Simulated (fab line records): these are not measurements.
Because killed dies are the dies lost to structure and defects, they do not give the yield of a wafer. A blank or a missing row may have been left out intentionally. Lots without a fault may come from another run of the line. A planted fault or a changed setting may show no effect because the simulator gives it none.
The tool behind it: which one? -- flow sky130 -- 29 wafers from 10 lots sampled at 6 of the route's 708 steps

WHAT EACH GAUGE READ, for each wafer
SKY_VIA1_CD_MEAS_12: target cd 150 nm.
lot,measured,on,cdNm (nm)
L102,day 34 01:44,cdSem-02,152.2 149.7 152.8
L105,day 34 22:22,cdSem-01,152.2 151.0 150.8
L106,day 35 07:17,cdSem-02,148.2 149.3 147.6
L107,day 35 20:35,cdSem-02,150.5 150.1 149.4
L108,day 36 20:15,cdSem-01,153.7 151.2 152.4
L111,day 37 07:52,cdSem-02,147.7 149.3 149.6
L112,day 37 10:06,cdSem-02,153.6 154.1 155.6
L113,day 37 14:26,cdSem-02,148.1 147.3 148.9
L118,day 39 02:16,cdSem-01,149.5 149.1
L125,day 41 01:01,cdSem-02,152.3 150.2 150.5

SKY_VIA3_RS_MEAS_22: measurement is done with a four-point probe.
lot,measured,on,VIA3_W_RS (ohm/sq)
L102,day 39 18:07,filmMetro-04,0.297 0.280 0.297
L105,day 40 14:57,filmMetro-01,0.296 0.288 0.281
L106,day 40 23:25,filmMetro-03,0.297 0.295 0.297
L107,day 41 11:02,filmMetro-04,0.292 0.297 0.298
L108,day 42 08:32,filmMetro-03,0.293 0.291 0.293
L111,day 42 17:53,filmMetro-04,0.293 0.298 0.294
L112,day 42 21:16,filmMetro-04,0.297 0.295 0.297
L113,day 43 01:42,filmMetro-01,0.294 0.293 0.291
L118,day 44 09:29,filmMetro-03,0.257 0.296 0.258 0.295
L125,day 46 02:23,filmMetro-04,0.279 0.295 0.291

SKY_VIA3_THK_MEAS_23: measures by xrf.
lot,measured,on,VIA3_W_THK (nm)
L102,day 39 18:12,filmMetro-04,386 413 384
L105,day 40 15:04,filmMetro-01,378 385 396
L106,day 40 23:31,filmMetro-03,376 380 377
L107,day 41 11:09,filmMetro-04,391 382 381
L108,day 42 08:40,filmMetro-03,380 382 379
L111,day 42 17:59,filmMetro-04,390 387 391
L112,day 42 21:23,filmMetro-04,388 390 385
L113,day 43 01:49,filmMetro-01,381 385 383
L118,day 44 15:32,filmMetro-03,431 377 430 374
L125,day 46 02:31,filmMetro-04,409 387 391

EACH LOT AND THE TOOL THAT RAN IT (in order: tool; ch and the chambers of the sampled wafers; start)
lot,SKY_CONTACT_CVD_24,SKY_METAL1_METAL_ETCH_19,SKY_VIA3_CVD_21
L102,"cvdW-01 ch 0,1, day 31 16:56","rieMetal-02 ch 0,1, day 32 20:52","cvdW-01 ch 0,1, day 39 17:58"
L105,"cvdW-01 ch 0,1, day 32 15:20","rieMetal-04 ch 0,1, day 33 18:38","cvdW-01 ch 0,1, day 40 14:50"
L106,"cvdW-02 ch 0,1, day 32 23:08","rieMetal-04 ch 0,1, day 34 02:57","cvdW-02 ch 1, day 40 23:16"
L107,"cvdW-02 ch 0,1, day 33 13:37","rieMetal-03 ch 0,1, day 34 16:34","cvdW-02 ch 0,1, day 41 10:54"
L108,"cvdW-02 ch 0,1, day 34 13:18","rieMetal-04 ch 0,1, day 35 16:58","cvdW-02 ch 0,1, day 42 08:25"
L111,"cvdW-01 ch 0,1, day 35 01:32","rieMetal-04 ch 0,1, day 36 04:46","cvdW-02 ch 0,1, day 42 17:46"
L112,"cvdW-02 ch 0, day 35 03:30","rieMetal-02 ch 0,1, day 36 06:56","cvdW-02 ch 0,1, day 42 21:08"
L113,"cvdW-01 ch 0,1, day 35 07:49","rieMetal-04 ch 0,1, day 36 10:55","cvdW-02 ch 0,1, day 43 01:34"
L118,"cvdW-01 ch 0,1, day 36 20:29","rieMetal-02 ch 1, day 37 23:35","cvdW-02 ch 0, day 44 09:20"
L125,"cvdW-02 ch 0,1, day 38 20:19","rieMetal-03 ch 0,1, day 39 22:28","cvdW-01 ch 0,1, day 46 02:16"
- SKY_CONTACT_CVD_24: deposits W, target thk 340 nm, time 102.12 s.
- SKY_METAL1_METAL_ETCH_19: etches the open film in Cl2/BCl3, stops on SiO2, target depth 360 nm, time 78 s.
- SKY_VIA3_CVD_21: deposits W, target thk 390 nm, time 117.31 s.

WHAT THE TOOLS THEMSELVES READ (means of the sampled wafers that have a number; where no wafer has one, the mark that the record gives instead)
SKY_CONTACT_CVD_24.
lot,tool,heaterPowerOuterW (W),heaterPowerW (W),susceptorTempC (C)
L102,cvdW-01,599,932,399.80
L105,cvdW-01,549,919,399.98
L106,cvdW-02,512,832,399.95
L107,cvdW-02,531,843,399.79
L108,cvdW-02,521,842,399.84
L111,cvdW-01,568,923,400.04
L112,cvdW-02,424,755,400.06
L113,cvdW-01,601,930,400.03
L118,cvdW-01,589,936,399.94
L125,cvdW-02,471,790,400.11

SKY_METAL1_METAL_ETCH_19.
lot,tool,drypumpMotorCurrentA (A),oesProductAu (a.u.),throttleValvePct (%)
L102,rieMetal-02,5.3,0.853,22.264
L105,rieMetal-04,5.6,0.854,22.257
L106,rieMetal-04,5.6,0.862,22.261
L107,rieMetal-03,6.0,0.857,22.269
L108,rieMetal-04,5.6,0.863,22.268
L111,rieMetal-04,5.6,0.849,22.257
L112,rieMetal-02,5.7,0.857,22.271
L113,rieMetal-04,5.6,0.859,22.258
L118,rieMetal-02,6.0,0.848,22.257
L125,rieMetal-03,6.1,0.852,22.265

SKY_VIA3_CVD_21.
lot,tool,heaterPowerOuterW (W),heaterPowerW (W),susceptorTempC (C)
L102,cvdW-01,565,891,399.92
L105,cvdW-01,553,870,399.77
L106,cvdW-02,577,886,400.05
L107,cvdW-02,528,846,399.95
L108,cvdW-02,527,835,400.27
L111,cvdW-02,534,843,399.86
L112,cvdW-02,539,847,399.99
L113,cvdW-02,527,852,400.00
L118,cvdW-02,429,764,400.01
L125,cvdW-01,564,858,399.87

THE ANSWER, worked out from the rows above alone
Rule: what is usual is taken from the lots themselves. The widest of any qualifying gaps counts: lots, ordered by their means at a reading, are off when they make up no more than a third of the lots, leave a main group of 4 or more, and stand apart from it by 3 or more times the standard deviation of that group's means. If all means in a main group match to the digits the tables above print for the reading, that group is not used. A lot without any number at a reading at which 4 lots or more have one is off too. All remaining lots with rows at the step are treated as sound. After the gauges, taken in route order, come the tools' own readings; for these a lot's mean is taken, as printed above. At the first step where some lot is off, the reading lying furthest off is the one used; lots without a number count as furthest.
Off: L118, seen at SKY_VIA3_RS_MEAS_22 (VIA3_W_RS). Mean 0.293 ohm/sq and standard deviation 0.003 in the main group.
If a tool, at a process step before that reading, ran all the lots that are off and no sound lot after the first of them, it fits. Not tried: the gauges at SKY_VIA3_RS_MEAS_22; whatever is off there is also off at SKY_VIA3_CVD_21, on other tools, and gauge error can't account for it. Can't be told from this: 3 tools fit, cvdW-01 at SKY_CONTACT_CVD_24, rieMetal-02 at SKY_METAL1_METAL_ETCH_19, cvdW-02 at SKY_VIA3_CVD_21.

WHAT THE SIMULATOR HAD INSERTED
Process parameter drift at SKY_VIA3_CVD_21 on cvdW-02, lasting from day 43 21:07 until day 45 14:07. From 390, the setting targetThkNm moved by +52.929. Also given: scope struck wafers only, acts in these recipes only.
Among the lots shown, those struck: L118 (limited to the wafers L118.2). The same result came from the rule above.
